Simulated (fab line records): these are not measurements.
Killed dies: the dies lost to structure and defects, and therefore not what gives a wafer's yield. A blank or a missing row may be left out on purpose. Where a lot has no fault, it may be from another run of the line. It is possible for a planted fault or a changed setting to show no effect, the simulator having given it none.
What tool caused it? || flow gf180mcu || 24 lots, 72 wafers sampled, at 5 steps of a route of 602

## WHAT EACH GAUGE READ, for each wafer
GF_V3_OVL_MEAS_15.
{"lot": "L074", "measured": "day 22 21:06", "on": "overlay-01", "V3_OVL (nm)": "-1 -6 -1"}
{"lot": "L075", "measured": "day 23 02:13", "on": "overlay-01", "V3_OVL (nm)": "-5 -3 -7"}
{"lot": "L076", "measured": "day 23 15:18", "on": "overlay-01", "V3_OVL (nm)": "-3 -12 -5"}
{"lot": "L077", "measured": "day 24 05:38", "on": "overlay-02", "V3_OVL (nm)": "-9 -11 -14"}
{"lot": "L078", "measured": "day 24 06:27", "on": "overlay-01", "V3_OVL (nm)": "-3 -7 -9"}
{"lot": "L079", "measured": "day 24 12:37", "on": "overlay-01", "V3_OVL (nm)": "-1 -11 -10"}
{"lot": "L080", "measured": "day 25 06:41", "on": "overlay-01", "V3_OVL (nm)": "-6 -5 -2"}
{"lot": "L081", "measured": "day 25 10:48", "on": "overlay-01", "V3_OVL (nm)": "-2 0 6"}
{"lot": "L082", "measured": "day 25 14:12", "on": "overlay-01", "V3_OVL (nm)": "-5 -11 -5"}
{"lot": "L083", "measured": "day 25 22:18", "on": "overlay-01", "V3_OVL (nm)": "-14 -12 -10"}
{"lot": "L084", "measured": "day 26 07:23", "on": "overlay-01", "V3_OVL (nm)": "-7 -9 -8"}
{"lot": "L085", "measured": "day 26 13:49", "on": "overlay-01", "V3_OVL (nm)": "1 1 -2"}
{"lot": "L086", "measured": "day 26 22:56", "on": "overlay-01", "V3_OVL (nm)": "-9 -5 -9"}
{"lot": "L087", "measured": "day 27 09:02", "on": "overlay-02", "V3_OVL (nm)": "-5 -9 -11"}
{"lot": "L088", "measured": "day 27 18:29", "on": "overlay-02", "V3_OVL (nm)": "-6 -10 -8"}
{"lot": "L089", "measured": "day 27 22:33", "on": "overlay-01", "V3_OVL (nm)": "4 -5 0"}
{"lot": "L091", "measured": "day 28 14:21", "on": "overlay-01", "V3_OVL (nm)": "2 -1 -5"}
{"lot": "L090", "measured": "day 28 15:40", "on": "overlay-02", "V3_OVL (nm)": "-2 4 -2"}
{"lot": "L092", "measured": "day 28 20:38", "on": "overlay-02", "V3_OVL (nm)": "-13 -8 -1"}
{"lot": "L093", "measured": "day 29 04:14", "on": "overlay-02", "V3_OVL (nm)": "-3 -7 -4"}
{"lot": "L095", "measured": "day 29 14:49", "on": "overlay-01", "V3_OVL (nm)": "-8 2 0"}
{"lot": "L094", "measured": "day 29 16:54", "on": "overlay-01", "V3_OVL (nm)": "4 -8 4"}
{"lot": "L096", "measured": "day 29 22:02", "on": "overlay-01", "V3_OVL (nm)": "0 6 -5"}
{"lot": "L097", "measured": "day 30 09:36", "on": "overlay-01", "V3_OVL (nm)": "1 6 -2"}

GF_MIM_RS_MEAS_10: measures by four-point-probe.
{"lot": "L074", "measured": "day 25 00:28", "on": "film_metro-02", "MIM_ALCU_RS (ohm/sq)": "0.1585 0.1627 0.1569"}
{"lot": "L075", "measured": "day 25 04:20", "on": "film_metro-04", "MIM_ALCU_RS (ohm/sq)": "0.1553 0.1561 0.1573"}
{"lot": "L076", "measured": "day 25 16:20", "on": "film_metro-02", "MIM_ALCU_RS (ohm/sq)": "0.1609 0.1621 0.1629"}
{"lot": "L077", "measured": "day 26 05:53", "on": "film_metro-03", "MIM_ALCU_RS (ohm/sq)": "0.1567 0.1619 0.1616"}
{"lot": "L078", "measured": "day 26 07:36", "on": "film_metro-04", "MIM_ALCU_RS (ohm/sq)": "0.1608 0.1551 0.1572"}
{"lot": "L079", "measured": "day 26 12:58", "on": "film_metro-04", "MIM_ALCU_RS (ohm/sq)": "0.1624 0.1644 0.1608"}
{"lot": "L080", "measured": "day 27 06:17", "on": "film_metro-02", "MIM_ALCU_RS (ohm/sq)": "0.1606 0.1635 0.1597"}
{"lot": "L081", "measured": "day 27 10:46", "on": "film_metro-02", "MIM_ALCU_RS (ohm/sq)": "0.1616 0.1572 0.1622"}
{"lot": "L082", "measured": "day 27 13:24", "on": "film_metro-02", "MIM_ALCU_RS (ohm/sq)": "0.1636 0.1590 0.1598"}
{"lot": "L083", "measured": "day 27 21:40", "on": "film_metro-04", "MIM_ALCU_RS (ohm/sq)": "0.1618 0.1611 0.1595"}
{"lot": "L084", "measured": "day 28 05:06", "on": "film_metro-02", "MIM_ALCU_RS (ohm/sq)": "0.1574 0.1550 0.1550"}
{"lot": "L085", "measured": "day 28 11:35", "on": "film_metro-03", "MIM_ALCU_RS (ohm/sq)": "0.1618 0.1594 0.1582"}
{"lot": "L086", "measured": "day 28 20:46", "on": "film_metro-04", "MIM_ALCU_RS (ohm/sq)": "0.1569 0.1543 0.1546"}
{"lot": "L087", "measured": "day 29 05:40", "on": "film_metro-03", "MIM_ALCU_RS (ohm/sq)": "0.1618 0.1618 0.1601"}
{"lot": "L088", "measured": "day 29 14:41", "on": "film_metro-02", "MIM_ALCU_RS (ohm/sq)": "0.1598 0.1577 0.1589"}
{"lot": "L089", "measured": "day 29 18:45", "on": "film_metro-04", "MIM_ALCU_RS (ohm/sq)": "0.1588 0.1571 0.1560"}
{"lot": "L091", "measured": "day 30 10:12", "on": "film_metro-02", "MIM_ALCU_RS (ohm/sq)": "0.1628 0.1585 0.1602"}
{"lot": "L090", "measured": "day 30 10:48", "on": "film_metro-02", "MIM_ALCU_RS (ohm/sq)": "0.1617 0.1588 0.1627"}
{"lot": "L092", "measured": "day 30 15:32", "on": "film_metro-03", "MIM_ALCU_RS (ohm/sq)": "0.1590 0.1608 0.1571"}
{"lot": "L093", "measured": "day 30 22:58", "on": "film_metro-03", "MIM_ALCU_RS (ohm/sq)": "0.1587 0.1574 0.1577"}
{"lot": "L095", "measured": "day 31 08:23", "on": "film_metro-02", "MIM_ALCU_RS (ohm/sq)": "0.1574 0.1616 0.1579"}
{"lot": "L094", "measured": "day 31 10:38", "on": "film_metro-02", "MIM_ALCU_RS (ohm/sq)": "0.1602 0.1641 0.1646"}
{"lot": "L096", "measured": "day 31 15:23", "on": "film_metro-03", "MIM_ALCU_RS (ohm/sq)": "0.1586 0.1624 0.1586"}
{"lot": "L097", "measured": "day 32 02:19", "on": "film_metro-02", "MIM_ALCU_RS (ohm/sq)": "0.1571 0.1589 0.1613"}

GF_M5_CD_MEAS_07 targets a cd of 280 nm.
{"lot": "L074", "measured": "day 26 19:34", "on": "cd_sem-01", "cd_nm (nm)": "279.8 280.8 280.5"}
{"lot": "L075", "measured": "day 26 23:00", "on": "cd_sem-02", "cd_nm (nm)": "279.7 279.2 279.2"}
{"lot": "L076", "measured": "day 27 09:58", "on": "cd_sem-02", "cd_nm (nm)": "280.0 280.2 280.1"}
{"lot": "L077", "measured": "day 27 23:53", "on": "cd_sem-02", "cd_nm (nm)": "281.7 281.5 283.5"}
{"lot": "L078", "measured": "day 28 01:35", "on": "cd_sem-01", "cd_nm (nm)": "280.9 279.7 279.5"}
{"lot": "L079", "measured": "day 28 05:55", "on": "cd_sem-02", "cd_nm (nm)": "278.2 277.5 278.7"}
{"lot": "L080", "measured": "day 28 22:25", "on": "cd_sem-02", "cd_nm (nm)": "280.7 280.3 280.3"}
{"lot": "L081", "measured": "day 29 01:19", "on": "cd_sem-02", "cd_nm (nm)": "281.1 279.6 280.8"}
{"lot": "L082", "measured": "day 29 04:53", "on": "cd_sem-01", "cd_nm (nm)": "280.9 280.0 281.2"}
{"lot": "L083", "measured": "day 29 13:07", "on": "cd_sem-02", "cd_nm (nm)": "277.9 278.2 279.3"}
{"lot": "L084", "measured": "day 29 20:26", "on": "cd_sem-01", "cd_nm (nm)": "279.7 279.1 279.6"}
{"lot": "L085", "measured": "day 30 03:05", "on": "cd_sem-02", "cd_nm (nm)": "280.0 281.9 279.5"}
{"lot": "L086", "measured": "day 30 11:11", "on": "cd_sem-01", "cd_nm (nm)": "281.9 280.1 280.3"}
{"lot": "L087", "measured": "day 30 19:25", "on": "cd_sem-01", "cd_nm (nm)": "280.4 280.0 280.5"}
{"lot": "L088", "measured": "day 31 03:35", "on": "cd_sem-01", "cd_nm (nm)": "280.3 281.3 281.4"}
{"lot": "L089", "measured": "day 31 07:37", "on": "cd_sem-02", "cd_nm (nm)": "280.3 280.4 279.9"}
{"lot": "L091", "measured": "day 31 21:14", "on": "cd_sem-02", "cd_nm (nm)": "281.4 281.6 281.7"}
{"lot": "L090", "measured": "day 31 22:34", "on": "cd_sem-01", "cd_nm (nm)": "279.1 279.2 279.7"}
{"lot": "L092", "measured": "day 32 03:01", "on": "cd_sem-02", "cd_nm (nm)": "280.6 280.7 280.0"}
{"lot": "L093", "measured": "day 32 11:13", "on": "cd_sem-02", "cd_nm (nm)": "278.9 279.4 279.2"}
{"lot": "L095", "measured": "day 32 18:46", "on": "cd_sem-01", "cd_nm (nm)": "280.3 280.7 280.1"}
{"lot": "L094", "measured": "day 32 20:38", "on": "cd_sem-02", "cd_nm (nm)": "279.0 278.8 280.5"}
{"lot": "L096", "measured": "day 33 01:40", "on": "cd_sem-02", "cd_nm (nm)": "278.7 277.8 279.0"}
{"lot": "L097", "measured": "day 33 10:56", "on": "cd_sem-02", "cd_nm (nm)": "280.3 279.5 280.1"}

GF_V5_BOW_MEAS_05.
{"lot": "L074", "measured": "day 26 20:59", "on": "film_metro-03", "V5_BOW (um)": "135 136 135"}
{"lot": "L075", "measured": "day 27 00:28", "on": "film_metro-04", "V5_BOW (um)": "128 119 137"}
{"lot": "L076", "measured": "day 27 11:31", "on": "film_metro-04", "V5_BOW (um)": "151 160 145"}
{"lot": "L077", "measured": "day 28 01:26", "on": "film_metro-03", "V5_BOW (um)": "156 155 139"}
{"lot": "L078", "measured": "day 28 03:07", "on": "film_metro-04", "V5_BOW (um)": "132 130 132"}
{"lot": "L079", "measured": "day 28 07:20", "on": "film_metro-04", "V5_BOW (um)": "113 129 127"}
{"lot": "L080", "measured": "day 28 23:58", "on": "film_metro-04", "V5_BOW (um)": "146 147 141"}
{"lot": "L081", "measured": "day 29 02:52", "on": "film_metro-04", "V5_BOW (um)": "134 134 126"}
{"lot": "L082", "measured": "day 29 06:31", "on": "film_metro-04", "V5_BOW (um)": "129 135 149"}
{"lot": "L083", "measured": "day 29 14:43", "on": "film_metro-03", "V5_BOW (um)": "119 126 143"}
{"lot": "L084", "measured": "day 29 21:59", "on": "film_metro-04", "V5_BOW (um)": "128 139 145"}
{"lot": "L085", "measured": "day 30 04:38", "on": "film_metro-04", "V5_BOW (um)": "127 138 122"}
{"lot": "L086", "measured": "day 30 13:27", "on": "film_metro-04", "V5_BOW (um)": "113 114 126"}
{"lot": "L087", "measured": "day 30 20:49", "on": "film_metro-04", "V5_BOW (um)": "134 131 141"}
{"lot": "L088", "measured": "day 31 05:00", "on": "film_metro-03", "V5_BOW (um)": "130 133 130"}
{"lot": "L089", "measured": "day 31 09:02", "on": "film_metro-04", "V5_BOW (um)": "113 107 115"}
{"lot": "L091", "measured": "day 31 22:42", "on": "film_metro-04", "V5_BOW (um)": "137 148 147"}
{"lot": "L090", "measured": "day 32 00:02", "on": "film_metro-03", "V5_BOW (um)": "123 136 122"}
{"lot": "L092", "measured": "day 32 04:25", "on": "film_metro-03", "V5_BOW (um)": "109 125 113"}
{"lot": "L093", "measured": "day 32 12:37", "on": "film_metro-03", "V5_BOW (um)": "133 132 134"}
{"lot": "L095", "measured": "day 32 21:56", "on": "film_metro-04", "V5_BOW (um)": "113 125 118"}
{"lot": "L094", "measured": "day 32 22:32", "on": "film_metro-03", "V5_BOW (um)": "121 130 120"}
{"lot": "L096", "measured": "day 33 03:07", "on": "film_metro-04", "V5_BOW (um)": "139 119 140"}
{"lot": "L097", "measured": "day 33 12:21", "on": "film_metro-03", "V5_BOW (um)": "126 132 123"}

## WHICH TOOL RAN EACH LOT (tool, then ch and the chambers of the sampled wafers, then the start)
{"lot": "L074", "GF_V3_ETCH_17": "rie_diel-04 ch 0,1, day 25 00:28 or earlier"}
{"lot": "L075", "GF_V3_ETCH_17": "rie_diel-02 ch 1,2,3, day 25 04:20 or earlier"}
{"lot": "L076", "GF_V3_ETCH_17": "rie_diel-03 ch 0,1,2, day 25 16:20 or earlier"}
{"lot": "L077", "GF_V3_ETCH_17": "rie_diel-02 ch 1,3, day 26 05:53 or earlier"}
{"lot": "L078", "GF_V3_ETCH_17": "rie_diel-04 ch 1,2,3, day 26 07:36 or earlier"}
{"lot": "L079", "GF_V3_ETCH_17": "rie_diel-03 ch 0,1,3, day 26 12:58 or earlier"}
{"lot": "L080", "GF_V3_ETCH_17": "rie_diel-04 ch 0,1,2, day 27 06:17 or earlier"}
{"lot": "L081", "GF_V3_ETCH_17": "rie_diel-02 ch 0,1,2, day 27 10:46 or earlier"}
{"lot": "L082", "GF_V3_ETCH_17": "rie_diel-04 ch 0,2, day 27 13:24 or earlier"}
{"lot": "L083", "GF_V3_ETCH_17": "rie_diel-02 ch 0,3, day 27 21:40 or earlier"}
{"lot": "L084", "GF_V3_ETCH_17": "rie_diel-03 ch 0,1,2, day 28 05:06 or earlier"}
{"lot": "L085", "GF_V3_ETCH_17": "rie_diel-02 ch 0,2, day 28 11:35 or earlier"}
{"lot": "L086", "GF_V3_ETCH_17": "rie_diel-04 ch 2,3, day 28 20:46 or earlier"}
{"lot": "L087", "GF_V3_ETCH_17": "rie_diel-03 ch 0,2,3, day 29 05:40 or earlier"}
{"lot": "L088", "GF_V3_ETCH_17": "rie_diel-03 ch 1,2,3, day 29 14:41 or earlier"}
{"lot": "L089", "GF_V3_ETCH_17": "rie_diel-02 ch 0,2, day 29 18:45 or earlier"}
{"lot": "L091", "GF_V3_ETCH_17": "rie_diel-02 ch 0,2, day 30 10:12 or earlier"}
{"lot": "L090", "GF_V3_ETCH_17": "rie_diel-03 ch 1,2, day 30 10:48 or earlier"}
{"lot": "L092", "GF_V3_ETCH_17": "rie_diel-02 ch 0,2, day 30 15:32 or earlier"}
{"lot": "L093", "GF_V3_ETCH_17": "rie_diel-04 ch 1,2,3, day 30 22:58 or earlier"}
{"lot": "L095", "GF_V3_ETCH_17": "rie_diel-03 ch 0,1,2, day 31 08:23 or earlier"}
{"lot": "L094", "GF_V3_ETCH_17": "rie_diel-03 ch 0,2,3, day 31 10:38 or earlier"}
{"lot": "L096", "GF_V3_ETCH_17": "rie_diel-04 ch 1,2,3, day 31 15:23 or earlier"}
{"lot": "L097", "GF_V3_ETCH_17": "rie_diel-02 ch 1,2,3, day 32 02:19 or earlier"}
- GF_V3_ETCH_17: etches SiO2 in C4F8/O2/Ar, stops on TiN, target depth 635 nm.

## AS READ BY THE TOOLS THEMSELVES (means over the sampled wafers that have a number; for cases with no such wafer, the mark the record gives instead)
GF_V3_ETCH_17.
{"lot": "L074", "tool": "rie_diel-04", "oes_product_au (a.u.)": 0.858}
{"lot": "L075", "tool": "rie_diel-02", "oes_product_au (a.u.)": 0.856}
{"lot": "L076", "tool": "rie_diel-03", "oes_product_au (a.u.)": 0.857}
{"lot": "L077", "tool": "rie_diel-02", "oes_product_au (a.u.)": 0.860}
{"lot": "L078", "tool": "rie_diel-04", "oes_product_au (a.u.)": 0.856}
{"lot": "L079", "tool": "rie_diel-03", "oes_product_au (a.u.)": 0.856}
{"lot": "L080", "tool": "rie_diel-04", "oes_product_au (a.u.)": 0.860}
{"lot": "L081", "tool": "rie_diel-02", "oes_product_au (a.u.)": 0.859}
{"lot": "L082", "tool": "rie_diel-04", "oes_product_au (a.u.)": 0.859}
{"lot": "L083", "tool": "rie_diel-02", "oes_product_au (a.u.)": 0.853}
{"lot": "L084", "tool": "rie_diel-03", "oes_product_au (a.u.)": 0.850}
{"lot": "L085", "tool": "rie_diel-02", "oes_product_au (a.u.)": 0.859}
{"lot": "L086", "tool": "rie_diel-04", "oes_product_au (a.u.)": 0.851}
{"lot": "L087", "tool": "rie_diel-03", "oes_product_au (a.u.)": 0.854}
{"lot": "L088", "tool": "rie_diel-03", "oes_product_au (a.u.)": 0.854}
{"lot": "L089", "tool": "rie_diel-02", "oes_product_au (a.u.)": 0.859}
{"lot": "L091", "tool": "rie_diel-02", "oes_product_au (a.u.)": 0.857}
{"lot": "L090", "tool": "rie_diel-03", "oes_product_au (a.u.)": 0.854}
{"lot": "L092", "tool": "rie_diel-02", "oes_product_au (a.u.)": 0.856}
{"lot": "L093", "tool": "rie_diel-04", "oes_product_au (a.u.)": 0.856}
{"lot": "L095", "tool": "rie_diel-03", "oes_product_au (a.u.)": 0.853}
{"lot": "L094", "tool": "rie_diel-03", "oes_product_au (a.u.)": 0.856}
{"lot": "L096", "tool": "rie_diel-04", "oes_product_au (a.u.)": 0.850}
{"lot": "L097", "tool": "rie_diel-02", "oes_product_au (a.u.)": 0.858}

## THE ANSWER, worked out from the rows above alone
Rule: what is usual is taken from the lots themselves. Put in order of their means at a reading, lots are off if they are a third of the lots or fewer, leave a main group of 4 or more, and stand apart from it by a gap of 3 or more times the standard deviation of the main group's means; of several such gaps the widest counts. A main group whose means are all the same, to the digits that the tables above print for the reading, isn't used. A lot without any number at a reading at which 4 lots or more have one is off too. All remaining lots with rows at the step are treated as sound. Order of review: gauges by route order, followed by the tools' own readings, for which a lot's mean as printed above is used. The first step at which some lot is off is used, and at that step the reading that is off furthest; a lot without a number counts as furthest.
None of the lots is off at any reading shown; this tells nothing.

## WHAT WAS PUT IN BY THE SIMULATOR
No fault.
